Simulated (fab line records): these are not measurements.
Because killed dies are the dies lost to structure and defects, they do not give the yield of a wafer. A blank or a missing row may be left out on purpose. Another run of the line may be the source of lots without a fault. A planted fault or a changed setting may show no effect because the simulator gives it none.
The tool behind it: which one? / flow sky130 / 14 lots with 42 wafers sampled at 6 steps, on a route of 708 steps

## WHAT THE GAUGES READ, wafer by wafer
SKY_FIELD_ISO_THK_MEAS_23. Usual: FIELD_ISO_OXIDATION_01_THK typically reads 9.80 nm, with standard deviation 0.21.
lot=L916; measured=day 2 07:04; on=film metro-03; FIELD_ISO_OXIDATION_01_THK (nm)=10.03 10.27 10.12; flag=
lot=L917; measured=day 2 14:57; on=film metro-04; FIELD_ISO_OXIDATION_01_THK (nm)=9.68 9.75 9.76; flag=
lot=L918; measured=day 2 17:17; on=film metro-02; FIELD_ISO_OXIDATION_01_THK (nm)=10.02 10.06 10.02; flag=
lot=L919; measured=day 2 21:55; on=film metro-03; FIELD_ISO_OXIDATION_01_THK (nm)=9.52 9.48 9.58; flag=
lot=L921; measured=day 3 15:47; on=film metro-02; FIELD_ISO_OXIDATION_01_THK (nm)=9.85 9.76 9.62; flag=
lot=L923; measured=day 4 00:07; on=film metro-02; FIELD_ISO_OXIDATION_01_THK (nm)=9.60 9.65 9.84; flag=
lot=L924; measured=day 4 03:07; on=film metro-04; FIELD_ISO_OXIDATION_01_THK (nm)=10.16 10.14 10.03; flag=
lot=L925; measured=day 4 08:46; on=film metro-04; FIELD_ISO_OXIDATION_01_THK (nm)=9.56 9.66 9.70; flag=
lot=L927; measured=day 4 20:23; on=film metro-03; FIELD_ISO_OXIDATION_01_THK (nm)=9.80 9.99 10.04; flag=
lot=L928; measured=day 5 00:09; on=film metro-04; FIELD_ISO_OXIDATION_01_THK (nm)=9.72 9.80 9.82; flag=
lot=L929; measured=day 5 04:13; on=film metro-02; FIELD_ISO_OXIDATION_01_THK (nm)=9.72 9.82 9.81; flag=
lot=L930; measured=day 5 08:12; on=film metro-02; FIELD_ISO_OXIDATION_01_THK (nm)=9.78 9.67 9.89; flag=
lot=L937; measured=day 7 00:13; on=film metro-04; FIELD_ISO_OXIDATION_01_THK (nm)=9.88 9.83 9.66; flag=
lot=L938; measured=day 7 07:03; on=film metro-03; FIELD_ISO_OXIDATION_01_THK (nm)=9.52 9.73 9.64; flag=

SKY_NWELL_OVL_MEAS_23. Usual: NWELL_01_OVL typically reads -0.6 nm, with standard deviation 1.2.
lot=L916; measured=day 5 07:33; on=overlay-01; NWELL_01_OVL (nm)=1.3 -0.7 -0.5; flag=
lot=L917; measured=day 5 14:58; on=overlay-02; NWELL_01_OVL (nm)=-1.0 0.2 1.4; flag=
lot=L918; measured=day 5 16:43; on=overlay-02; NWELL_01_OVL (nm)=-0.7 -0.6 -0.6; flag=
lot=L919; measured=day 6 01:17; on=overlay-01; NWELL_01_OVL (nm)=-0.5 1.3 1.2; flag=
lot=L921; measured=day 7 02:53; on=overlay-01; NWELL_01_OVL (nm)=-1.7 -0.2 -0.3; flag=
lot=L923; measured=day 7 10:38; on=overlay-02; NWELL_01_OVL (nm)=-2.7 -1.3 -0.2; flag=
lot=L924; measured=day 7 10:59; on=overlay-02; NWELL_01_OVL (nm)=-0.5 -3.1 -3.4; flag=
lot=L925; measured=day 7 18:55; on=overlay-01; NWELL_01_OVL (nm)=-1.2 -0.3 -1.3; flag=
lot=L927; measured=day 8 10:09; on=overlay-01; NWELL_01_OVL (nm)=-1.3 -1.5 -3.5; flag=
lot=L928; measured=day 8 16:03; on=overlay-01; NWELL_01_OVL (nm)=-0.3 -0.4 -2.5; flag=
lot=L929; measured=day 8 19:23; on=overlay-01; NWELL_01_OVL (nm)=-1.7 -1.0 -1.0; flag=
lot=L930; measured=day 8 22:08; on=overlay-02; NWELL_01_OVL (nm)=0.4 -0.9 -0.8; flag=
lot=L937; measured=day 10 23:40; on=overlay-01; NWELL_01_OVL (nm)=0.1 -1.1 -0.5; flag=
lot=L938; measured=day 11 04:00; on=overlay-01; NWELL_01_OVL (nm)=-0.3 -1.8 0.4; flag=

SKY_VT_ADJUST_HVTR_TW_MEAS_11. Usual: VT_ADJUST_HVTR_TW typically reads 211.4, with standard deviation 2.1.
lot=L916; measured=day 9 15:02; on=film metro-01; VT_ADJUST_HVTR_TW=207.0 208.8 208.2; flag=
lot=L917; measured=day 9 22:25; on=film metro-02; VT_ADJUST_HVTR_TW=212.1 212.6 213.5; flag=
lot=L918; measured=day 10 01:27; on=film metro-04; VT_ADJUST_HVTR_TW=213.7 214.3 213.3; flag=
lot=L919; measured=day 10 12:07; on=film metro-04; VT_ADJUST_HVTR_TW=212.2 213.4 213.6; flag=
lot=L921; measured=day 11 18:04; on=film metro-02; VT_ADJUST_HVTR_TW=213.2 212.8 213.4; flag=
lot=L923; measured=day 12 02:37; on=film metro-01; VT_ADJUST_HVTR_TW=207.4 206.5 207.8; flag=
lot=L924; measured=day 12 02:51; on=film metro-02; VT_ADJUST_HVTR_TW=212.2 211.9 212.6; flag=
lot=L925; measured=day 12 13:10; on=film metro-02; VT_ADJUST_HVTR_TW=213.0 213.2 212.8; flag=
lot=L927; measured=day 13 02:16; on=film metro-04; VT_ADJUST_HVTR_TW=30.2 30.2 30.1; flag=OFF
lot=L928; measured=day 13 11:31; on=film metro-04; VT_ADJUST_HVTR_TW=30.1 30.2 30.1; flag=OFF
lot=L929; measured=day 13 15:27; on=film metro-01; VT_ADJUST_HVTR_TW=209.6 210.0 208.7; flag=
lot=L930; measured=day 13 18:13; on=film metro-02; VT_ADJUST_HVTR_TW=212.9 212.5 212.6; flag=
lot=L937; measured=day 16 06:10; on=film metro-01; VT_ADJUST_HVTR_TW=210.3 209.9 210.6; flag=
lot=L938; measured=day 16 11:52; on=film metro-02; VT_ADJUST_HVTR_TW=213.3 212.7 213.3; flag=

SKY_SONOS_ONO_THK_MEAS_03. Usual: SONOS_ONO_CVD_02_THK typically reads 10.38 nm, with standard deviation 0.14.
lot=L916; measured=day 12 20:17; on=film metro-03; SONOS_ONO_CVD_02_THK (nm)=10.30 10.34 10.20; flag=
lot=L917; measured=day 12 20:17; on=film metro-04; SONOS_ONO_CVD_02_THK (nm)=10.38 10.34 10.35; flag=
lot=L918; measured=day 12 20:20; on=film metro-02; SONOS_ONO_CVD_02_THK (nm)=10.22 10.44 10.17; flag=
lot=L919; measured=day 12 20:21; on=film metro-03; SONOS_ONO_CVD_02_THK (nm)=10.39 10.58 10.47; flag=
lot=L921; measured=day 13 22:08; on=film metro-03; SONOS_ONO_CVD_02_THK (nm)=10.63 10.67 10.57; flag=
lot=L923; measured=day 14 06:29; on=film metro-03; SONOS_ONO_CVD_02_THK (nm)=10.25 10.36 10.18; flag=
lot=L924; measured=day 14 06:29; on=film metro-02; SONOS_ONO_CVD_02_THK (nm)=10.54 10.63 10.53; flag=
lot=L925; measured=day 14 18:16; on=film metro-04; SONOS_ONO_CVD_02_THK (nm)=10.55 10.66 10.68; flag=
lot=L927; measured=day 15 11:54; on=film metro-02; SONOS_ONO_CVD_02_THK (nm)=10.28 10.36 10.23; flag=
lot=L928; measured=day 15 19:35; on=film metro-04; SONOS_ONO_CVD_02_THK (nm)=10.20 10.26 10.36; flag=
lot=L929; measured=day 16 01:37; on=film metro-02; SONOS_ONO_CVD_02_THK (nm)=10.42 10.43 10.48; flag=
lot=L930; measured=day 16 03:55; on=film metro-04; SONOS_ONO_CVD_02_THK (nm)=10.21 10.27 10.25; flag=
lot=L937; measured=day 18 22:55; on=film metro-04; SONOS_ONO_CVD_02_THK (nm)=10.19 10.14 10.17; flag=
lot=L938; measured=day 19 03:43; on=film metro-02; SONOS_ONO_CVD_02_THK (nm)=10.28 10.22 10.29; flag=

## TOOL THAT RAN EACH LOT (tool first, then ch and the chambers of the sampled wafers, then the start)
lot=L916; SKY_VT_ADJUST_NCORE_STRIP_10=plasma asher-01 ch 0,1, day 8 16:48; SKY_VT_ADJUST_HVTR_STRIP_10=plasma asher-02 ch 0,1, day 9 14:56
lot=L917; SKY_VT_ADJUST_NCORE_STRIP_10=plasma asher-02 ch 0,1, day 9 00:28; SKY_VT_ADJUST_HVTR_STRIP_10=plasma asher-01 ch 1, day 9 22:19
lot=L918; SKY_VT_ADJUST_NCORE_STRIP_10=plasma asher-02 ch 0,1, day 9 03:09; SKY_VT_ADJUST_HVTR_STRIP_10=plasma asher-04 ch 0,1, day 10 01:20
lot=L919; SKY_VT_ADJUST_NCORE_STRIP_10=plasma asher-03 ch 1, day 9 13:40; SKY_VT_ADJUST_HVTR_STRIP_10=plasma asher-01 ch 0,1, day 10 12:00
lot=L921; SKY_VT_ADJUST_NCORE_STRIP_10=plasma asher-03 ch 0,1, day 10 17:52; SKY_VT_ADJUST_HVTR_STRIP_10=plasma asher-01 ch 0,1, day 11 17:57
lot=L923; SKY_VT_ADJUST_NCORE_STRIP_10=plasma asher-03 ch 0,1, day 11 02:09; SKY_VT_ADJUST_HVTR_STRIP_10=plasma asher-01 ch 0,1, day 12 02:31
lot=L924; SKY_VT_ADJUST_NCORE_STRIP_10=plasma asher-01 ch 0,1, day 11 02:27; SKY_VT_ADJUST_HVTR_STRIP_10=plasma asher-02 ch 0,1, day 12 02:45
lot=L925; SKY_VT_ADJUST_NCORE_STRIP_10=plasma asher-02 ch 0,1, day 11 13:24; SKY_VT_ADJUST_HVTR_STRIP_10=plasma asher-01 ch 0,1, day 12 13:03
lot=L927; SKY_VT_ADJUST_NCORE_STRIP_10=plasma asher-01 ch 0,1, day 12 04:07; SKY_VT_ADJUST_HVTR_STRIP_10=plasma asher-02 ch 0,1, day 13 02:10
lot=L928; SKY_VT_ADJUST_NCORE_STRIP_10=plasma asher-02 ch 0,1, day 12 12:34; SKY_VT_ADJUST_HVTR_STRIP_10=plasma asher-04 ch 0,1, day 13 11:25
lot=L929; SKY_VT_ADJUST_NCORE_STRIP_10=plasma asher-02 ch 0,1, day 12 14:49; SKY_VT_ADJUST_HVTR_STRIP_10=plasma asher-02 ch 0,1, day 13 15:21
lot=L930; SKY_VT_ADJUST_NCORE_STRIP_10=plasma asher-03 ch 0,1, day 12 17:30; SKY_VT_ADJUST_HVTR_STRIP_10=plasma asher-04 ch 0,1, day 13 18:06
lot=L937; SKY_VT_ADJUST_NCORE_STRIP_10=plasma asher-02 ch 0,1, day 15 02:37; SKY_VT_ADJUST_HVTR_STRIP_10=plasma asher-04 ch 0,1, day 16 06:03
lot=L938; SKY_VT_ADJUST_NCORE_STRIP_10=plasma asher-01 ch 0,1, day 15 08:16; SKY_VT_ADJUST_HVTR_STRIP_10=plasma asher-04 ch 0,1, day 16 11:46
- SKY_VT_ADJUST_NCORE_STRIP_10: strips in O2/N2.
- SKY_VT_ADJUST_HVTR_STRIP_10: strips in O2/N2.

## AS READ BY THE TOOLS THEMSELVES (means over the sampled wafers that have a number; for cases with no such wafer, the mark the record gives instead)
SKY_VT_ADJUST_NCORE_STRIP_10. Usual: chamber pressure mTorr 1500.0 mTorr, standard deviation 1.5; drypump motor current A 5.47 A, standard deviation 0.25; oes product au 0.715 a.u., standard deviation 0.0043; strip time to endpoint s 14.17 s, standard deviation 0.047.
lot=L916; tool=plasma asher-01; chamber pressure mTorr (mTorr)=1501.3; drypump motor current A (A)=5.52; oes product au (a.u.)=0.715; strip time to endpoint s (s)=14.11; flag=
lot=L917; tool=plasma asher-02; chamber pressure mTorr (mTorr)=1499.8; drypump motor current A (A)=5.27; oes product au (a.u.)=0.717; strip time to endpoint s (s)=14.18; flag=
lot=L918; tool=plasma asher-02; chamber pressure mTorr (mTorr)=1499.9; drypump motor current A (A)=5.49; oes product au (a.u.)=0.713; strip time to endpoint s (s)=14.17; flag=
lot=L919; tool=plasma asher-03; chamber pressure mTorr (mTorr)=1499.0; drypump motor current A (A)=5.65; oes product au (a.u.)=0.719; strip time to endpoint s (s)=14.15; flag=
lot=L921; tool=plasma asher-03; chamber pressure mTorr (mTorr)=1500.1; drypump motor current A (A)=5.59; oes product au (a.u.)=0.712; strip time to endpoint s (s)=14.14; flag=
lot=L923; tool=plasma asher-03; chamber pressure mTorr (mTorr)=1499.9; drypump motor current A (A)=5.63; oes product au (a.u.)=0.722; strip time to endpoint s (s)=14.20; flag=
lot=L924; tool=plasma asher-01; chamber pressure mTorr (mTorr)=1499.7; drypump motor current A (A)=5.54; oes product au (a.u.)=0.717; strip time to endpoint s (s)=14.17; flag=
lot=L925; tool=plasma asher-02; chamber pressure mTorr (mTorr)=1499.4; drypump motor current A (A)=5.30; oes product au (a.u.)=0.715; strip time to endpoint s (s)=14.19; flag=
lot=L927; tool=plasma asher-01; chamber pressure mTorr (mTorr)=-; drypump motor current A (A)=-; oes product au (a.u.)=-; strip time to endpoint s (s)=-; flag=OFF
lot=L928; tool=plasma asher-02; chamber pressure mTorr (mTorr)=-; drypump motor current A (A)=-; oes product au (a.u.)=-; strip time to endpoint s (s)=-; flag=OFF
lot=L929; tool=plasma asher-02; chamber pressure mTorr (mTorr)=1500.3; drypump motor current A (A)=5.50; oes product au (a.u.)=0.716; strip time to endpoint s (s)=14.16; flag=
lot=L930; tool=plasma asher-03; chamber pressure mTorr (mTorr)=1500.5; drypump motor current A (A)=5.64; oes product au (a.u.)=0.714; strip time to endpoint s (s)=14.19; flag=
lot=L937; tool=plasma asher-02; chamber pressure mTorr (mTorr)=1499.9; drypump motor current A (A)=5.27; oes product au (a.u.)=0.716; strip time to endpoint s (s)=14.24; flag=
lot=L938; tool=plasma asher-01; chamber pressure mTorr (mTorr)=1499.4; drypump motor current A (A)=5.55; oes product au (a.u.)=0.721; strip time to endpoint s (s)=14.20; flag=

SKY_VT_ADJUST_HVTR_STRIP_10. Usual: chamber pressure mTorr 1500.0 mTorr, standard deviation 1.3; drypump motor current A 5.6 A, standard deviation 0.41; oes product au 0.716 a.u., standard deviation 0.0049; strip time to endpoint s 14.19 s, standard deviation 0.038.
lot=L916; tool=plasma asher-02; chamber pressure mTorr (mTorr)=1500.2; drypump motor current A (A)=5.3; oes product au (a.u.)=0.714; strip time to endpoint s (s)=14.19; flag=
lot=L917; tool=plasma asher-01; chamber pressure mTorr (mTorr)=1500.5; drypump motor current A (A)=5.7; oes product au (a.u.)=0.720; strip time to endpoint s (s)=14.21; flag=
lot=L918; tool=plasma asher-04; chamber pressure mTorr (mTorr)=1499.3; drypump motor current A (A)=6.2; oes product au (a.u.)=0.720; strip time to endpoint s (s)=14.16; flag=
lot=L919; tool=plasma asher-01; chamber pressure mTorr (mTorr)=1500.3; drypump motor current A (A)=5.4; oes product au (a.u.)=0.719; strip time to endpoint s (s)=14.16; flag=
lot=L921; tool=plasma asher-01; chamber pressure mTorr (mTorr)=1500.7; drypump motor current A (A)=5.5; oes product au (a.u.)=0.718; strip time to endpoint s (s)=14.23; flag=
lot=L923; tool=plasma asher-01; chamber pressure mTorr (mTorr)=1500.0; drypump motor current A (A)=5.4; oes product au (a.u.)=0.720; strip time to endpoint s (s)=14.22; flag=
lot=L924; tool=plasma asher-02; chamber pressure mTorr (mTorr)=1500.5; drypump motor current A (A)=5.3; oes product au (a.u.)=0.714; strip time to endpoint s (s)=14.17; flag=
lot=L925; tool=plasma asher-01; chamber pressure mTorr (mTorr)=1500.5; drypump motor current A (A)=5.4; oes product au (a.u.)=0.715; strip time to endpoint s (s)=14.21; flag=
lot=L927; tool=plasma asher-02; chamber pressure mTorr (mTorr)=1500.2; drypump motor current A (A)=5.3; oes product au (a.u.)=0.716; strip time to endpoint s (s)=31.35; flag=OFF
lot=L928; tool=plasma asher-04; chamber pressure mTorr (mTorr)=1500.2; drypump motor current A (A)=6.1; oes product au (a.u.)=0.717; strip time to endpoint s (s)=31.23; flag=OFF
lot=L929; tool=plasma asher-02; chamber pressure mTorr (mTorr)=1499.2; drypump motor current A (A)=5.5; oes product au (a.u.)=0.718; strip time to endpoint s (s)=14.20; flag=
lot=L930; tool=plasma asher-04; chamber pressure mTorr (mTorr)=1499.4; drypump motor current A (A)=6.2; oes product au (a.u.)=0.714; strip time to endpoint s (s)=14.14; flag=
lot=L937; tool=plasma asher-04; chamber pressure mTorr (mTorr)=1500.8; drypump motor current A (A)=6.1; oes product au (a.u.)=0.717; strip time to endpoint s (s)=14.15; flag=
lot=L938; tool=plasma asher-04; chamber pressure mTorr (mTorr)=1500.2; drypump motor current A (A)=6.1; oes product au (a.u.)=0.717; strip time to endpoint s (s)=14.21; flag=

## THE ANSWER, worked out from the rows above alone
Rule: a lot is off if the mean of its wafers that have a number lies more than 3 standard deviations from the usual mean. A lot without any number at a reading at which 4 lots or more have one is off too. Where the step has rows for the other lots, those lots are counted as sound. The gauges are gone through in route order, then the tools' own readings, and for those a lot's mean is taken as printed above. At the first step where some lot is off, the reading lying furthest off is the one used; lots without a number count as furthest.
Off: L927, L928, seen at SKY_VT_ADJUST_HVTR_TW_MEAS_11 (VT_ADJUST_HVTR_TW).
A tool fits if, at a process step before that reading, it ran every lot that is off, and no sound lot after the first of them. The gauges at SKY_VT_ADJUST_HVTR_TW_MEAS_11 aren't tried: what is off there is off at SKY_VT_ADJUST_NCORE_STRIP_10 too, on other tools, and a gauge's error can't cause that. Of those tried, none fits.

## WHAT HAD BEEN PUT IN BY THE SIMULATOR
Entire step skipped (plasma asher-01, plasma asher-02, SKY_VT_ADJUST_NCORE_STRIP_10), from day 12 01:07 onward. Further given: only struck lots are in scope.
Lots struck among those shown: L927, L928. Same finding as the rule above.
